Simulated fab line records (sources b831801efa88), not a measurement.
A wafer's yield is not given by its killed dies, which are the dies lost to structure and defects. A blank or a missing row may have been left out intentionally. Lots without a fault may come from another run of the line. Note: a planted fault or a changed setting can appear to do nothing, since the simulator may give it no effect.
The tool behind it: which one? / flow sky130 / 14 lots with 42 wafers sampled at 4 steps, on a route of 708 steps

WHAT EACH GAUGE READ, for each wafer
SKY_METAL2_RS_MEAS_05: measures by four-point-probe.
lot=L999; measured=day 34 05:46; on=film-metro-04; METAL2_ALCU_RS (ohm/sq)=0.1288 0.1258 0.1286
lot=L100; measured=day 34 12:22; on=film-metro-02; METAL2_ALCU_RS (ohm/sq)=0.1270 0.1243 0.1267
lot=L101; measured=day 34 23:02; on=film-metro-03; METAL2_ALCU_RS (ohm/sq)=0.1264 0.1262 0.1267
lot=L103; measured=day 35 08:59; on=film-metro-03; METAL2_ALCU_RS (ohm/sq)=0.1282 0.1246 0.1273
lot=L105; measured=day 36 08:22; on=film-metro-03; METAL2_ALCU_RS (ohm/sq)=0.1298 0.1230 0.1266
lot=L106; measured=day 36 19:40; on=film-metro-04; METAL2_ALCU_RS (ohm/sq)=0.1277 0.1253 0.1268
lot=L107; measured=day 36 21:42; on=film-metro-02; METAL2_ALCU_RS (ohm/sq)=0.1254 0.1257 0.1260
lot=L108; measured=day 37 03:41; on=film-metro-04; METAL2_ALCU_RS (ohm/sq)=0.1269 0.1253 0.1275
lot=L109; measured=day 37 08:36; on=film-metro-02; METAL2_ALCU_RS (ohm/sq)=0.1281 0.1263 0.1267
lot=L110; measured=day 37 16:20; on=film-metro-04; METAL2_ALCU_RS (ohm/sq)=0.1252 0.1252 0.1248
lot=L121; measured=day 41 09:07; on=film-metro-04; METAL2_ALCU_RS (ohm/sq)=0.1253 0.1269 0.1257
lot=L122; measured=day 41 15:32; on=film-metro-04; METAL2_ALCU_RS (ohm/sq)=0.1267 0.1258 0.1255

WHICH TOOL RAN EACH LOT (tool, then ch and the chambers of the sampled wafers, then the start)
lot=L999; SKY_FIELD_ISO_WET_ETCH_30=wet-bench-01 ch 1, day 2 10:13; SKY_CONTACT_ETCH_18=rie-diel-03 ch 0,1,3, day 33 00:06 or earlier; SKY_VIA1_CMP_02=cmp-01 ch 0,1, day 33 00:06
lot=L100; SKY_FIELD_ISO_WET_ETCH_30=wet-bench-03 ch 3, day 2 18:33; SKY_CONTACT_ETCH_18=rie-diel-03 ch 1,3, day 33 08:12 or earlier; SKY_VIA1_CMP_02=cmp-01 ch 0,2,3, day 33 08:12
lot=L101; SKY_FIELD_ISO_WET_ETCH_30=wet-bench-04 ch 0, day 2 23:08; SKY_CONTACT_ETCH_18=rie-diel-02 ch 0,3, day 33 18:48 or earlier; SKY_VIA1_CMP_02=cmp-02 ch 0,1,2, day 33 18:48
lot=L103; SKY_FIELD_ISO_WET_ETCH_30=wet-bench-01 ch 1, day 3 06:19; SKY_CONTACT_ETCH_18=rie-diel-02 ch 0,1,3, day 34 05:02 or earlier; SKY_VIA1_CMP_02=cmp-02 ch 0,3, day 34 05:02
lot=L105; SKY_FIELD_ISO_WET_ETCH_30=wet-bench-04 ch 2, day 3 20:07; SKY_CONTACT_ETCH_18=rie-diel-03 ch 1,2,3, day 35 04:05 or earlier; SKY_VIA1_CMP_02=cmp-02 ch 0,1,3, day 35 04:05
lot=L106; SKY_FIELD_ISO_WET_ETCH_30=wet-bench-01 ch 3, day 3 23:46; SKY_CONTACT_ETCH_18=rie-diel-03 ch 0,3, day 35 14:46 or earlier; SKY_VIA1_CMP_02=cmp-02 ch 1,3, day 35 14:46
lot=L107; SKY_FIELD_ISO_WET_ETCH_30=wet-bench-04 ch 0, day 4 03:29; SKY_CONTACT_ETCH_18=rie-diel-01 ch 0,1,2, day 35 17:20 or earlier; SKY_VIA1_CMP_02=cmp-01 ch 1,2, day 35 17:20
lot=L108; SKY_FIELD_ISO_WET_ETCH_30=wet-bench-01 ch 0, day 4 09:00; SKY_CONTACT_ETCH_18=rie-diel-03 ch 2,3, day 35 22:49 or earlier; SKY_VIA1_CMP_02=cmp-02 ch 0,2, day 35 22:49
lot=L109; SKY_FIELD_ISO_WET_ETCH_30=wet-bench-04 ch 3, day 4 12:24; SKY_CONTACT_ETCH_18=rie-diel-03 ch 0,1, day 36 05:05 or earlier; SKY_VIA1_CMP_02=cmp-02 ch 0,1,2, day 36 05:05
lot=L110; SKY_FIELD_ISO_WET_ETCH_30=wet-bench-03 ch 1, day 4 18:47; SKY_CONTACT_ETCH_18=rie-diel-01 ch 0,1, day 36 12:26 or earlier; SKY_VIA1_CMP_02=cmp-01 ch 1,2,3, day 36 12:26
lot=L113; SKY_FIELD_ISO_WET_ETCH_30=wet-bench-01 ch 3, day 5 12:22; SKY_CONTACT_ETCH_18=-; SKY_VIA1_CMP_02=-
lot=L114; SKY_FIELD_ISO_WET_ETCH_30=wet-bench-01 ch 2, day 5 20:28; SKY_CONTACT_ETCH_18=-; SKY_VIA1_CMP_02=-
lot=L121; SKY_FIELD_ISO_WET_ETCH_30=wet-bench-03 ch 2, day 7 11:42; SKY_CONTACT_ETCH_18=rie-diel-02 ch 0,1,2, day 40 06:38 or earlier; SKY_VIA1_CMP_02=cmp-01 ch 0,1,3, day 40 06:38
lot=L122; SKY_FIELD_ISO_WET_ETCH_30=wet-bench-04 ch 3, day 7 19:22; SKY_CONTACT_ETCH_18=rie-diel-02 ch 0,1,3, day 40 13:05 or earlier; SKY_VIA1_CMP_02=cmp-02 ch 1,3, day 40 13:05
- SKY_FIELD_ISO_WET_ETCH_30: etches SiO2 in dHF, target depth 25 nm, time 50 s.
- SKY_CONTACT_ETCH_18: etches Si3N4 in CHF3/O2, stops on TiN, time 39 s, target depth 75 nm.
- SKY_VIA1_CMP_02: polishes SiO2.

AS READ BY THE TOOLS THEMSELVES (means over the sampled wafers that have a number; for cases with no such wafer, the mark the record gives instead)
SKY_FIELD_ISO_WET_ETCH_30.
lot=L999; tool=wet-bench-01; bath-heat-duty-pct (%)=5.8; run-length-s (s)=82
lot=L100; tool=wet-bench-03; bath-heat-duty-pct (%)=5.6; run-length-s (s)=76
lot=L101; tool=wet-bench-04; bath-heat-duty-pct (%)=7.4; run-length-s (s)=83
lot=L103; tool=wet-bench-01; bath-heat-duty-pct (%)=6.1; run-length-s (s)=75
lot=L105; tool=wet-bench-04; bath-heat-duty-pct (%)=5.2; run-length-s (s)=76
lot=L106; tool=wet-bench-01; bath-heat-duty-pct (%)=5.2; run-length-s (s)=76
lot=L107; tool=wet-bench-04; bath-heat-duty-pct (%)=7.0; run-length-s (s)=77
lot=L108; tool=wet-bench-01; bath-heat-duty-pct (%)=6.2; run-length-s (s)=84
lot=L109; tool=wet-bench-04; bath-heat-duty-pct (%)=4.9; run-length-s (s)=76
lot=L110; tool=wet-bench-03; bath-heat-duty-pct (%)=7.1; run-length-s (s)=76
lot=L113; tool=wet-bench-01; bath-heat-duty-pct (%)=-; run-length-s (s)=-
lot=L114; tool=wet-bench-01; bath-heat-duty-pct (%)=-; run-length-s (s)=-
lot=L121; tool=wet-bench-03; bath-heat-duty-pct (%)=6.2; run-length-s (s)=76
lot=L122; tool=wet-bench-04; bath-heat-duty-pct (%)=5.6; run-length-s (s)=84

SKY_CONTACT_ETCH_18.
lot=L999; tool=rie-diel-03; O2_flow_sccm (sccm)=4.994; bias-w (W)=200.6; drypump-motor-current-A (A)=6.2; oes-product-au (a.u.)=0.859; throttle-valve-pct (%)=8.787
lot=L100; tool=rie-diel-03; O2_flow_sccm (sccm)=4.998; bias-w (W)=199.4; drypump-motor-current-A (A)=6.6; oes-product-au (a.u.)=0.854; throttle-valve-pct (%)=8.784
lot=L101; tool=rie-diel-02; O2_flow_sccm (sccm)=4.988; bias-w (W)=200.4; drypump-motor-current-A (A)=6.3; oes-product-au (a.u.)=0.855; throttle-valve-pct (%)=8.792
lot=L103; tool=rie-diel-02; O2_flow_sccm (sccm)=4.996; bias-w (W)=200.0; drypump-motor-current-A (A)=5.9; oes-product-au (a.u.)=0.859; throttle-valve-pct (%)=8.791
lot=L105; tool=rie-diel-03; O2_flow_sccm (sccm)=5.007; bias-w (W)=199.9; drypump-motor-current-A (A)=6.3; oes-product-au (a.u.)=0.844; throttle-valve-pct (%)=8.782
lot=L106; tool=rie-diel-03; O2_flow_sccm (sccm)=5.012; bias-w (W)=199.2; drypump-motor-current-A (A)=6.0; oes-product-au (a.u.)=0.853; throttle-valve-pct (%)=8.794
lot=L107; tool=rie-diel-01; O2_flow_sccm (sccm)=5.004; bias-w (W)=200.7; drypump-motor-current-A (A)=6.2; oes-product-au (a.u.)=0.868; throttle-valve-pct (%)=8.793
lot=L108; tool=rie-diel-03; O2_flow_sccm (sccm)=4.994; bias-w (W)=200.2; drypump-motor-current-A (A)=5.9; oes-product-au (a.u.)=0.857; throttle-valve-pct (%)=8.784
lot=L109; tool=rie-diel-03; O2_flow_sccm (sccm)=5.000; bias-w (W)=200.0; drypump-motor-current-A (A)=6.0; oes-product-au (a.u.)=0.859; throttle-valve-pct (%)=8.801
lot=L110; tool=rie-diel-01; O2_flow_sccm (sccm)=4.990; bias-w (W)=200.1; drypump-motor-current-A (A)=6.4; oes-product-au (a.u.)=0.854; throttle-valve-pct (%)=8.804
lot=L121; tool=rie-diel-02; O2_flow_sccm (sccm)=5.000; bias-w (W)=200.0; drypump-motor-current-A (A)=5.5; oes-product-au (a.u.)=0.862; throttle-valve-pct (%)=8.790
lot=L122; tool=rie-diel-02; O2_flow_sccm (sccm)=5.005; bias-w (W)=199.6; drypump-motor-current-A (A)=5.9; oes-product-au (a.u.)=0.862; throttle-valve-pct (%)=8.785

SKY_VIA1_CMP_02.
lot=L999; tool=cmp-01; motor-current-A (A)=13.4; retaining-ring-pressure-frac=0.998
lot=L100; tool=cmp-01; motor-current-A (A)=13.3; retaining-ring-pressure-frac=0.999
lot=L101; tool=cmp-02; motor-current-A (A)=12.9; retaining-ring-pressure-frac=0.993
lot=L103; tool=cmp-02; motor-current-A (A)=13.2; retaining-ring-pressure-frac=1.002
lot=L105; tool=cmp-02; motor-current-A (A)=12.8; retaining-ring-pressure-frac=1.000
lot=L106; tool=cmp-02; motor-current-A (A)=12.6; retaining-ring-pressure-frac=0.998
lot=L107; tool=cmp-01; motor-current-A (A)=12.9; retaining-ring-pressure-frac=1.004
lot=L108; tool=cmp-02; motor-current-A (A)=12.1; retaining-ring-pressure-frac=0.999
lot=L109; tool=cmp-02; motor-current-A (A)=12.3; retaining-ring-pressure-frac=0.998
lot=L110; tool=cmp-01; motor-current-A (A)=13.3; retaining-ring-pressure-frac=0.999
lot=L121; tool=cmp-01; motor-current-A (A)=13.1; retaining-ring-pressure-frac=0.993
lot=L122; tool=cmp-02; motor-current-A (A)=11.7; retaining-ring-pressure-frac=1.001

THE ANSWER, worked out from the rows above alone
Rule: what is usual is taken from the lots themselves. Put in order of their means at a reading, lots are off if they are a third of the lots or fewer, leave a main group of 4 or more, and stand apart from it by a gap of 3 or more times the standard deviation of the main group's means; of several such gaps the widest counts. A main group is skipped when, at the precision printed for the reading in the tables above, its means are all equal. Also off: a lot with no number at a reading for which 4 or more lots have one. All remaining lots with rows at the step are treated as sound. After the gauges, taken in route order, come the tools' own readings; for these a lot's mean is taken, as printed above. At the first step where some lot is off, the reading lying furthest off is the one used; lots without a number count as furthest.
Off: L113, L114, at SKY_FIELD_ISO_WET_ETCH_30 (bath-heat-duty-pct). Without a number there: L113, L114. The main group: mean 6.0 %, standard deviation 0.77.
A tool fits if, at that step or a process step before it, it ran every lot that is off, and no sound lot after the first of them. One fits: SKY_FIELD_ISO_WET_ETCH_30 on wet-bench-01. A fault onset in the window from L108 (day 4 09:00, its last sound lot) to L113 (day 5 12:22, its first lot off) fits.
Blank at SKY_FIELD_ISO_WET_ETCH_30 on the lots that are off, where sound lots have numbers: bath-heat-duty-pct, run-length-s.

WHAT THE SIMULATOR PUT IN
Beginning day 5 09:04, the whole step at SKY_FIELD_ISO_WET_ETCH_30 was skipped on wet-bench-01. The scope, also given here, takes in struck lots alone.
Lots struck among those shown: L113, L114. The rule given above showed the same thing.
